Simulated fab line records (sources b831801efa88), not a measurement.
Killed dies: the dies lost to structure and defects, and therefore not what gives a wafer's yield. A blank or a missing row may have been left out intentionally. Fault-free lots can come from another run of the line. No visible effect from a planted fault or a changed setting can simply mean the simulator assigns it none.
fab line records || flow gf180mcu || part 2 of 2: steps 33 to 43 of 43
record {"lots": 5, "wafers": 15, "last_day": 34}
route steps=602 shown STI@7 DNWELL@32 NWELL@42
lots untouched by any fault: they come from a run of this same line in which no faults occurred
start_h: hours from the record's opening day to when the first of the lot's shown wafers began || wait_h: hours since the lot's step before || " the same as in the row above || L1.1+2: one row covering several wafers at once || - either no value or no given start || * or withheld: withheld || < > ~ a bound
route shown NAME@n: a module of which the file shows steps, and the number in the route of the first || usual: mean/standard deviation taken from wafers without a fault || same: alike in all rows || chamber/n: place in a boat || sites: each site's reading || _std_site: standard deviation of those values || _edge_site: outer sites' mean less inner sites' || radius_mm: how far each site lies from the wafer's centre || mask NAME#n: copy n || behind: the most recent tool/chamber to have shaped the wafer || hold: cause of the lot's hold/its duration in hours/its outcome || device: which transistor (n, p or np) failed to switch || end of line: the tests these same wafers got at the end of their route || a step given without rows: its recipe and nothing more || killed: dies that structure and defects cost at the first sort, which is not the same as the wafer's yield || map: a wafer's dies, x killed, . not, _ none there
set.NAME: the setting the step ran with; set.NAME@STEP: the setting that earlier step ran with || model.NAME: the simulator's own value behind a step, which no gauge read
lots seen at some steps along the route; tables by step, rows by wafer
services: the hour from which a tool's chamber was out of use, counted from the record's first day as start_h (under 0 if before that day), plus the number of hours and why
## steps
# step GF_DNWELL_IMPLANT_07
# recipe {"species": "P", "energy_kev": 1500, "dose_cm2": 1e+13, "tilt_deg": 0}
# usual {"beam_on_s": "9.99/0.2", "dose_ions_cm2": "9.999e+12/1.1e+10"}
{"lot.wafer": "L081.4", "tool": "implanter-04", "chamber": 0, "start_h": 79.93, "wait_h": "-", "beam_on_s": 10.12, "dose_ions_cm2": 1.0014e+13}
{"lot.wafer": "L081.5", "tool": "implanter-04", "chamber": 0, "start_h": 79.93, "wait_h": "-", "beam_on_s": 9.88, "dose_ions_cm2": 1.001e+13}
{"lot.wafer": "L081.6", "tool": "implanter-04", "chamber": 0, "start_h": 79.93, "wait_h": "-", "beam_on_s": 10.20, "dose_ions_cm2": 1.0007e+13}
{"lot.wafer": "L084.3", "tool": "implanter-04", "chamber": 0, "start_h": 97.11, "wait_h": "-", "beam_on_s": 10.00, "dose_ions_cm2": 9.985e+12}
{"lot.wafer": "L084.5", "tool": "implanter-04", "chamber": 0, "start_h": 97.11, "wait_h": "-", "beam_on_s": 10.11, "dose_ions_cm2": 9.988e+12}
{"lot.wafer": "L084.6", "tool": "implanter-04", "chamber": 0, "start_h": 97.11, "wait_h": "-", "beam_on_s": 10.05, "dose_ions_cm2": 9.99e+12}
{"lot.wafer": "L089.2", "tool": "implanter-01", "chamber": 0, "start_h": 121.98, "wait_h": "-", "beam_on_s": 9.82, "dose_ions_cm2": 1.0029e+13}
{"lot.wafer": "L089.3", "tool": "implanter-01", "chamber": 0, "start_h": 121.98, "wait_h": "-", "beam_on_s": 10.03, "dose_ions_cm2": 1.0013e+13}
{"lot.wafer": "L089.6", "tool": "implanter-01", "chamber": 0, "start_h": 121.98, "wait_h": "-", "beam_on_s": 9.53, "dose_ions_cm2": 1.0006e+13}
{"lot.wafer": "L094.1", "tool": "implanter-04", "chamber": 0, "start_h": 148.61, "wait_h": "-", "beam_on_s": 9.77, "dose_ions_cm2": 9.992e+12}
{"lot.wafer": "L094.2", "tool": "implanter-04", "chamber": 0, "start_h": 148.61, "wait_h": "-", "beam_on_s": 10.05, "dose_ions_cm2": 1.0003e+13}
{"lot.wafer": "L094.3", "tool": "implanter-04", "chamber": 0, "start_h": 148.61, "wait_h": "-", "beam_on_s": 9.94, "dose_ions_cm2": 1.0005e+13}
{"lot.wafer": "L096.1", "tool": "implanter-01", "chamber": 0, "start_h": 160.79, "wait_h": "-", "beam_on_s": 9.99, "dose_ions_cm2": 9.998e+12}
{"lot.wafer": "L096.4", "tool": "implanter-01", "chamber": 0, "start_h": 160.79, "wait_h": "-", "beam_on_s": 10.33, "dose_ions_cm2": 1.0002e+13}
{"lot.wafer": "L096.6", "tool": "implanter-01", "chamber": 0, "start_h": 160.79, "wait_h": "-", "beam_on_s": 10.20, "dose_ions_cm2": 9.985e+12}
# step GF_DNWELL_STRIP_08
# recipe {"chemistry": "O2/N2", "power_w": 1400, "pressure_mtorr": 1500, "platen_temp_c": 250, "o2_flow_sccm": 3000, "n2_flow_sccm": 300, "overash_fraction": 0.5}
# usual {"chamber_pressure_mTorr": "1500.1/1.2", "drypump_motor_current_A": "6.31/0.2", "heater_power_w": "351/29", "oes_product_au": "0.722/0.0042", "platen_temp_c": "250.03/0.19", "strip_time_to_endpoint_s": "37.03/0.086"}
{"lot.wafer": "L081.4", "tool": "plasma_asher-04", "chamber": 0, "start_h": 80.04, "wait_h": 0.1, "chamber_pressure_mTorr": 1502.1, "drypump_motor_current_A": 6.29, "heater_power_w": 366, "oes_product_au": 0.726, "platen_temp_c": 249.94, "rf_hours_counter_h": "-", "strip_time_to_endpoint_s": 37.01}
{"lot.wafer": "L081.5", "tool": "plasma_asher-04", "chamber": 0, "start_h": 80.04, "wait_h": 0.1, "chamber_pressure_mTorr": 1499.1, "drypump_motor_current_A": 6.25, "heater_power_w": 358, "oes_product_au": 0.721, "platen_temp_c": 250.01, "rf_hours_counter_h": "-", "strip_time_to_endpoint_s": 37.08}
{"lot.wafer": "L081.6", "tool": "plasma_asher-04", "chamber": 1, "start_h": 80.04, "wait_h": 0.1, "chamber_pressure_mTorr": 1499.2, "drypump_motor_current_A": 6.31, "heater_power_w": 389, "oes_product_au": 0.724, "platen_temp_c": 250.02, "rf_hours_counter_h": "-", "strip_time_to_endpoint_s": 37.12}
{"lot.wafer": "L084.3", "tool": "plasma_asher-01", "chamber": 0, "start_h": 97.24, "wait_h": 0.1, "chamber_pressure_mTorr": 1499.3, "drypump_motor_current_A": 6.55, "heater_power_w": 353, "oes_product_au": 0.721, "platen_temp_c": 250.30, "rf_hours_counter_h": "-", "strip_time_to_endpoint_s": 37.01}
{"lot.wafer": "L084.5", "tool": "plasma_asher-01", "chamber": 0, "start_h": 97.24, "wait_h": 0.1, "chamber_pressure_mTorr": 1500.9, "drypump_motor_current_A": 6.55, "heater_power_w": 355, "oes_product_au": 0.726, "platen_temp_c": 250.25, "rf_hours_counter_h": "-", "strip_time_to_endpoint_s": 36.99}
{"lot.wafer": "L084.6", "tool": "plasma_asher-01", "chamber": 1, "start_h": 97.24, "wait_h": 0.1, "chamber_pressure_mTorr": 1502.2, "drypump_motor_current_A": 6.53, "heater_power_w": 378, "oes_product_au": 0.724, "platen_temp_c": 249.88, "rf_hours_counter_h": "-", "strip_time_to_endpoint_s": 37.04}
{"lot.wafer": "L089.2", "tool": "plasma_asher-01", "chamber": 0, "start_h": 122.11, "wait_h": 0.1, "chamber_pressure_mTorr": 1500.9, "drypump_motor_current_A": 6.58, "heater_power_w": 346, "oes_product_au": 0.724, "platen_temp_c": 249.99, "rf_hours_counter_h": 48, "strip_time_to_endpoint_s": 37.16}
{"lot.wafer": "L089.3", "tool": "plasma_asher-01", "chamber": 1, "start_h": 122.11, "wait_h": 0.1, "chamber_pressure_mTorr": 1501.4, "drypump_motor_current_A": 6.50, "heater_power_w": 371, "oes_product_au": 0.717, "platen_temp_c": 249.97, "rf_hours_counter_h": "-", "strip_time_to_endpoint_s": 37.05}
{"lot.wafer": "L089.6", "tool": "plasma_asher-01", "chamber": 1, "start_h": 122.11, "wait_h": 0.1, "chamber_pressure_mTorr": 1499.3, "drypump_motor_current_A": 6.52, "heater_power_w": 369, "oes_product_au": 0.716, "platen_temp_c": 250.07, "rf_hours_counter_h": "-", "strip_time_to_endpoint_s": 37.02}
{"lot.wafer": "L094.1", "tool": "plasma_asher-03", "chamber": 0, "start_h": 148.76, "wait_h": 0.1, "chamber_pressure_mTorr": 1498.9, "drypump_motor_current_A": 5.94, "heater_power_w": 360, "oes_product_au": 0.721, "platen_temp_c": 250.00, "rf_hours_counter_h": 3, "strip_time_to_endpoint_s": 37.24}
{"lot.wafer": "L094.2", "tool": "plasma_asher-03", "chamber": 1, "start_h": 148.76, "wait_h": 0.1, "chamber_pressure_mTorr": 1501.0, "drypump_motor_current_A": 6.23, "heater_power_w": 304, "oes_product_au": 0.725, "platen_temp_c": 250.12, "rf_hours_counter_h": 3, "strip_time_to_endpoint_s": 37.07}
{"lot.wafer": "L094.3", "tool": "plasma_asher-03", "chamber": 1, "start_h": 148.76, "wait_h": 0.1, "chamber_pressure_mTorr": 1501.2, "drypump_motor_current_A": 6.25, "heater_power_w": 301, "oes_product_au": 0.718, "platen_temp_c": 250.10, "rf_hours_counter_h": "-", "strip_time_to_endpoint_s": 37.12}
{"lot.wafer": "L096.1", "tool": "plasma_asher-04", "chamber": 1, "start_h": 160.94, "wait_h": 0.1, "chamber_pressure_mTorr": 1498.6, "drypump_motor_current_A": 6.35, "heater_power_w": 379, "oes_product_au": 0.720, "platen_temp_c": 250.19, "rf_hours_counter_h": 38, "strip_time_to_endpoint_s": 36.94}
{"lot.wafer": "L096.4", "tool": "plasma_asher-04", "chamber": 0, "start_h": 160.94, "wait_h": 0.1, "chamber_pressure_mTorr": 1501.1, "drypump_motor_current_A": 6.26, "heater_power_w": 356, "oes_product_au": 0.717, "platen_temp_c": 250.26, "rf_hours_counter_h": "-", "strip_time_to_endpoint_s": 36.98}
{"lot.wafer": "L096.6", "tool": "plasma_asher-04", "chamber": 1, "start_h": 160.94, "wait_h": 0.1, "chamber_pressure_mTorr": 1499.1, "drypump_motor_current_A": 6.31, "heater_power_w": 388, "oes_product_au": 0.720, "platen_temp_c": 250.33, "rf_hours_counter_h": "-", "strip_time_to_endpoint_s": 37.01}
# step GF_DNWELL_TW_MEAS_09
# usual {"DNWELL_TW": "1346/8.2"}
{"lot.wafer": "L081.4", "tool": "film_metro-04", "chamber": "-", "start_h": 80.14, "wait_h": 0.1, "DNWELL_TW": 1343}
{"lot.wafer": "L081.5", "tool": "film_metro-04", "chamber": "-", "start_h": 80.14, "wait_h": 0.1, "DNWELL_TW": 1343}
{"lot.wafer": "L081.6", "tool": "film_metro-04", "chamber": "-", "start_h": 80.14, "wait_h": 0.1, "DNWELL_TW": 1333}
{"lot.wafer": "L084.3", "tool": "film_metro-01", "chamber": "-", "start_h": 97.33, "wait_h": 0.1, "DNWELL_TW": 1361}
{"lot.wafer": "L084.5", "tool": "film_metro-01", "chamber": "-", "start_h": 97.33, "wait_h": 0.1, "DNWELL_TW": 1360}
{"lot.wafer": "L084.6", "tool": "film_metro-01", "chamber": "-", "start_h": 97.33, "wait_h": 0.1, "DNWELL_TW": 1360}
{"lot.wafer": "L089.2", "tool": "film_metro-01", "chamber": "-", "start_h": 122.22, "wait_h": 0.1, "DNWELL_TW": 1352}
{"lot.wafer": "L089.3", "tool": "film_metro-01", "chamber": "-", "start_h": 122.22, "wait_h": 0.1, "DNWELL_TW": 1350}
{"lot.wafer": "L089.6", "tool": "film_metro-01", "chamber": "-", "start_h": 122.22, "wait_h": 0.1, "DNWELL_TW": 1352}
{"lot.wafer": "L094.1", "tool": "film_metro-01", "chamber": "-", "start_h": 148.86, "wait_h": 0.1, "DNWELL_TW": 1340}
{"lot.wafer": "L094.2", "tool": "film_metro-01", "chamber": "-", "start_h": 148.86, "wait_h": 0.1, "DNWELL_TW": 1329}
{"lot.wafer": "L094.3", "tool": "film_metro-01", "chamber": "-", "start_h": 148.86, "wait_h": 0.1, "DNWELL_TW": 1337}
{"lot.wafer": "L096.1", "tool": "film_metro-01", "chamber": "-", "start_h": 161.04, "wait_h": 0.1, "DNWELL_TW": 1340}
{"lot.wafer": "L096.4", "tool": "film_metro-01", "chamber": "-", "start_h": 161.04, "wait_h": 0.1, "DNWELL_TW": 1339}
{"lot.wafer": "L096.6", "tool": "film_metro-01", "chamber": "-", "start_h": 161.04, "wait_h": 0.1, "DNWELL_TW": 1343}
# step GF_NWELL_DEHYDRATE_00
# recipe {"temp_c": 200, "time_s": 60}
{"lot.wafer": "L081.4+5+6", "tool": "litho_track-02", "chamber": 0, "start_h": 87.17, "wait_h": 7.0}
{"lot.wafer": "L084.3+5+6", "tool": "litho_track-02", "chamber": 0, "start_h": 104.04, "wait_h": 6.7}
{"lot.wafer": "L089.2+3+6", "tool": "litho_track-04", "chamber": 0, "start_h": 129.22, "wait_h": 7.0}
{"lot.wafer": "L094.1+2+3", "tool": "litho_track-01", "chamber": 0, "start_h": 155.49, "wait_h": 6.6}
{"lot.wafer": "L096.1+4+6", "tool": "litho_track-04", "chamber": 0, "start_h": 168.94, "wait_h": 7.9}
# step GF_NWELL_HMDS_01
# recipe {"prime_time_s": 60, "prime_temp_c": 120}
{"lot.wafer": "L081.4+5+6", "tool": "litho_track-02", "chamber": 0, "start_h": 87.32, "wait_h": 0.1}
{"lot.wafer": "L084.3+5+6", "tool": "litho_track-02", "chamber": 0, "start_h": 104.19, "wait_h": 0.1}
{"lot.wafer": "L089.2+3+6", "tool": "litho_track-04", "chamber": 0, "start_h": 129.37, "wait_h": 0.1}
{"lot.wafer": "L094.1+2+3", "tool": "litho_track-01", "chamber": 0, "start_h": 155.64, "wait_h": 0.1}
{"lot.wafer": "L096.1+4+6", "tool": "litho_track-04", "chamber": 0, "start_h": 169.09, "wait_h": 0.1}
# step GF_NWELL_COAT_02
# recipe {"spin_rpm": 2000, "resist_thk_nm": 3000}
# usual {"dispense_pressure_kPa": "52.2/1.5"}
{"lot.wafer": "L081.4", "tool": "litho_track-02", "chamber": 0, "start_h": 87.47, "wait_h": 0.1, "dispense_pressure_kPa": 53.2}
{"lot.wafer": "L081.5", "tool": "litho_track-02", "chamber": 0, "start_h": 87.47, "wait_h": 0.1, "dispense_pressure_kPa": 53.2}
{"lot.wafer": "L081.6", "tool": "litho_track-02", "chamber": 0, "start_h": 87.47, "wait_h": 0.1, "dispense_pressure_kPa": 53.2}
{"lot.wafer": "L084.3", "tool": "litho_track-02", "chamber": 0, "start_h": 104.34, "wait_h": 0.1, "dispense_pressure_kPa": 53.2}
{"lot.wafer": "L084.5", "tool": "litho_track-02", "chamber": 0, "start_h": 104.34, "wait_h": 0.1, "dispense_pressure_kPa": 53.2}
{"lot.wafer": "L084.6", "tool": "litho_track-02", "chamber": 0, "start_h": 104.34, "wait_h": 0.1, "dispense_pressure_kPa": 53.2}
{"lot.wafer": "L089.2", "tool": "litho_track-04", "chamber": 0, "start_h": 129.52, "wait_h": 0.1, "dispense_pressure_kPa": 49.7}
{"lot.wafer": "L089.3", "tool": "litho_track-04", "chamber": 0, "start_h": 129.52, "wait_h": 0.1, "dispense_pressure_kPa": 49.8}
{"lot.wafer": "L089.6", "tool": "litho_track-04", "chamber": 0, "start_h": 129.52, "wait_h": 0.1, "dispense_pressure_kPa": 49.8}
{"lot.wafer": "L094.1", "tool": "litho_track-01", "chamber": 0, "start_h": 155.79, "wait_h": 0.1, "dispense_pressure_kPa": 53.0}
{"lot.wafer": "L094.2", "tool": "litho_track-01", "chamber": 0, "start_h": 155.79, "wait_h": 0.1, "dispense_pressure_kPa": 53.0}
{"lot.wafer": "L094.3", "tool": "litho_track-01", "chamber": 0, "start_h": 155.79, "wait_h": 0.1, "dispense_pressure_kPa": 53.0}
{"lot.wafer": "L096.1", "tool": "litho_track-04", "chamber": 0, "start_h": 169.24, "wait_h": 0.1, "dispense_pressure_kPa": 49.7}
{"lot.wafer": "L096.4", "tool": "litho_track-04", "chamber": 0, "start_h": 169.24, "wait_h": 0.1, "dispense_pressure_kPa": 49.7}
{"lot.wafer": "L096.6", "tool": "litho_track-04", "chamber": 0, "start_h": 169.24, "wait_h": 0.1, "dispense_pressure_kPa": 49.7}
# step GF_NWELL_SOFTBAKE_03
# recipe {"temp_c": 110, "time_s": "withheld"}
{"lot.wafer": "L081.4+5+6", "tool": "litho_track-02", "chamber": 0, "start_h": 87.64, "wait_h": 0.1}
{"lot.wafer": "L084.3+5+6", "tool": "litho_track-02", "chamber": 0, "start_h": 104.51, "wait_h": 0.1}
{"lot.wafer": "L089.2+3+6", "tool": "litho_track-04", "chamber": 0, "start_h": 129.68, "wait_h": 0.1}
{"lot.wafer": "L094.1+2+3", "tool": "litho_track-01", "chamber": 0, "start_h": 155.94, "wait_h": 0.1}
{"lot.wafer": "L096.1+4+6", "tool": "litho_track-04", "chamber": 0, "start_h": 169.39, "wait_h": 0.1}
# step GF_NWELL_EXPOSE_04
# recipe {"mask_id": "Nwell", "target_cd_nm": 860, "na": 0.6, "source_shape": "conventional", "sigma_outer": 0.6, "dose_mj": 260}
{"lot.wafer": "L081.4+5+6", "tool": "iline_stepper-01", "chamber": 0, "start_h": "-", "wait_h": "-", "mask": "Nwell#0"}
{"lot.wafer": "L084.3+5+6", "tool": "iline_stepper-01", "chamber": 0, "start_h": "-", "wait_h": "-", "mask": "Nwell#0"}
{"lot.wafer": "L089.2+3+6", "tool": "iline_stepper-02", "chamber": 0, "start_h": "-", "wait_h": "-", "mask": "Nwell#0"}
{"lot.wafer": "L094.1+2+3", "tool": "iline_stepper-02", "chamber": 0, "start_h": "-", "wait_h": "-", "mask": "Nwell#0"}
{"lot.wafer": "L096.1+4+6", "tool": "iline_stepper-02", "chamber": 0, "start_h": "-", "wait_h": "-", "mask": "Nwell#0"}
# step GF_NWELL_PEB_05
# recipe {"temp_c": 115, "time_s": "withheld"}
{"lot.wafer": "L081.4+5+6", "tool": "litho_track-02", "chamber": 0, "start_h": "-", "wait_h": "-"}
{"lot.wafer": "L084.3+5+6", "tool": "litho_track-02", "chamber": 0, "start_h": "-", "wait_h": "-"}
{"lot.wafer": "L089.2+3+6", "tool": "litho_track-04", "chamber": 0, "start_h": "-", "wait_h": "-"}
{"lot.wafer": "L094.1+2+3", "tool": "litho_track-02", "chamber": 0, "start_h": "-", "wait_h": "-"}
{"lot.wafer": "L096.1+4+6", "tool": "litho_track-04", "chamber": 0, "start_h": "-", "wait_h": "-"}
# step GF_NWELL_DEVELOP_06
# recipe {"wall_angle_deg": 90, "develop_time_s": 60, "dev_temp_c": 23}
{"lot.wafer": "L081.4+5+6", "tool": "litho_track-02", "chamber": 0, "start_h": "-", "wait_h": "-"}
{"lot.wafer": "L084.3+5+6", "tool": "litho_track-02", "chamber": 0, "start_h": "-", "wait_h": "-"}
{"lot.wafer": "L089.2+3+6", "tool": "litho_track-04", "chamber": 0, "start_h": "-", "wait_h": "-"}
{"lot.wafer": "L094.1+2+3", "tool": "litho_track-02", "chamber": 0, "start_h": "-", "wait_h": "-"}
{"lot.wafer": "L096.1+4+6", "tool": "litho_track-04", "chamber": 0, "start_h": "-", "wait_h": "-"}
# step GF_NWELL_OVL_MEAS_07
# usual {"NWELL_OVL": "0.4/1.5"}
{"lot.wafer": "L081.4", "tool": "overlay-02", "chamber": "-", "start_h": 94.76, "wait_h": "-", "NWELL_OVL[nm]": -1.0}
{"lot.wafer": "L081.5", "tool": "overlay-02", "chamber": "-", "start_h": 94.76, "wait_h": "-", "NWELL_OVL[nm]": 1.3}
{"lot.wafer": "L081.6", "tool": "overlay-02", "chamber": "-", "start_h": 94.76, "wait_h": "-", "NWELL_OVL[nm]": 2.9}
{"lot.wafer": "L084.3", "tool": "overlay-02", "chamber": "-", "start_h": 111.30, "wait_h": "-", "NWELL_OVL[nm]": 0.1}
{"lot.wafer": "L084.5", "tool": "overlay-02", "chamber": "-", "start_h": 111.30, "wait_h": "-", "NWELL_OVL[nm]": 1.8}
{"lot.wafer": "L084.6", "tool": "overlay-02", "chamber": "-", "start_h": 111.30, "wait_h": "-", "NWELL_OVL[nm]": 1.2}
{"lot.wafer": "L089.2", "tool": "overlay-02", "chamber": "-", "start_h": 137.45, "wait_h": "-", "NWELL_OVL[nm]": -0.3}
{"lot.wafer": "L089.3", "tool": "overlay-02", "chamber": "-", "start_h": 137.45, "wait_h": "-", "NWELL_OVL[nm]": -0.9}
{"lot.wafer": "L089.6", "tool": "overlay-02", "chamber": "-", "start_h": 137.45, "wait_h": "-", "NWELL_OVL[nm]": -0.5}
{"lot.wafer": "L094.1", "tool": "overlay-02", "chamber": "-", "start_h": 164.19, "wait_h": "-", "NWELL_OVL[nm]": 1.4}
{"lot.wafer": "L094.2", "tool": "overlay-02", "chamber": "-", "start_h": 164.19, "wait_h": "-", "NWELL_OVL[nm]": 2.4}
{"lot.wafer": "L094.3", "tool": "overlay-02", "chamber": "-", "start_h": 164.19, "wait_h": "-", "NWELL_OVL[nm]": 2.1}
{"lot.wafer": "L096.1", "tool": "overlay-02", "chamber": "-", "start_h": 177.54, "wait_h": "-", "NWELL_OVL[nm]": 1.0}
{"lot.wafer": "L096.4", "tool": "overlay-02", "chamber": "-", "start_h": 177.54, "wait_h": "-", "NWELL_OVL[nm]": 3.4}
{"lot.wafer": "L096.6", "tool": "overlay-02", "chamber": "-", "start_h": 177.54, "wait_h": "-", "NWELL_OVL[nm]": 0.9}
## services
{"tool": "iline_stepper-02", "chamber": "-", "start_h": 31.65, "hours": 4.4, "kind": "repair"}
{"tool": "krf_scanner-01", "chamber": "-", "start_h": 50.48, "hours": 1.3, "kind": "pm"}
{"tool": "rie_si-02", "chamber": 3, "start_h": 62.48, "hours": 21.9, "kind": "repair"}
{"tool": "iline_stepper-02", "chamber": "-", "start_h": 63.39, "hours": 4.4, "kind": "pm"}
{"tool": "cmp-02", "chamber": "-", "start_h": 64.16, "hours": 4.0, "kind": "pm"}
{"tool": "hdpcvd-01", "chamber": "-", "start_h": 74.07, "hours": 1.0, "kind": "repair"}
{"tool": "krf_scanner-01", "chamber": "-", "start_h": 83.48, "hours": 1.0, "kind": "pm"}
{"tool": "iline_stepper-02", "chamber": "-", "start_h": 84.36, "hours": 1.7, "kind": "pm"}
{"tool": "krf_scanner-01", "chamber": "-", "start_h": 90.43, "hours": 4.0, "kind": "pm"}
{"tool": "rie_si-02", "chamber": 2, "start_h": 98.53, "hours": 15.1, "kind": "repair"}
{"tool": "krf_scanner-01", "chamber": "-", "start_h": 100.48, "hours": 0.8, "kind": "repair"}
{"tool": "plasma_asher-03", "chamber": "-", "start_h": 108.75, "hours": 9.0, "kind": "pm"}
{"tool": "rie_si-02", "chamber": 1, "start_h": 114.60, "hours": 1.5, "kind": "repair"}
{"tool": "cmp-02", "chamber": "-", "start_h": 123.98, "hours": 2.0, "kind": "repair"}
{"tool": "furnace-02", "chamber": "-", "start_h": 131.97, "hours": 4.3, "kind": "pm"}
{"tool": "rie_diel-04", "chamber": "-", "start_h": 134.26, "hours": 0.4, "kind": "repair"}
{"tool": "iline_stepper-01", "chamber": "-", "start_h": 136.87, "hours": 3.0, "kind": "repair"}
{"tool": "furnace-01", "chamber": "-", "start_h": 137.78, "hours": 3.3, "kind": "pm"}
{"tool": "rie_si-02", "chamber": 2, "start_h": 142.19, "hours": 3.2, "kind": "repair"}
{"tool": "implanter-04", "chamber": "-", "start_h": 146.15, "hours": 2.2, "kind": "pm"}
{"tool": "krf_scanner-01", "chamber": "-", "start_h": 147.65, "hours": 0.8, "kind": "pm"}
{"tool": "plasma_asher-03", "chamber": "-", "start_h": 166.68, "hours": 1.1, "kind": "repair"}
{"tool": "furnace-01", "chamber": "-", "start_h": 170.98, "hours": 2.7, "kind": "pm"}
{"tool": "furnace-02", "chamber": "-", "start_h": 175.71, "hours": 3.0, "kind": "pm"}
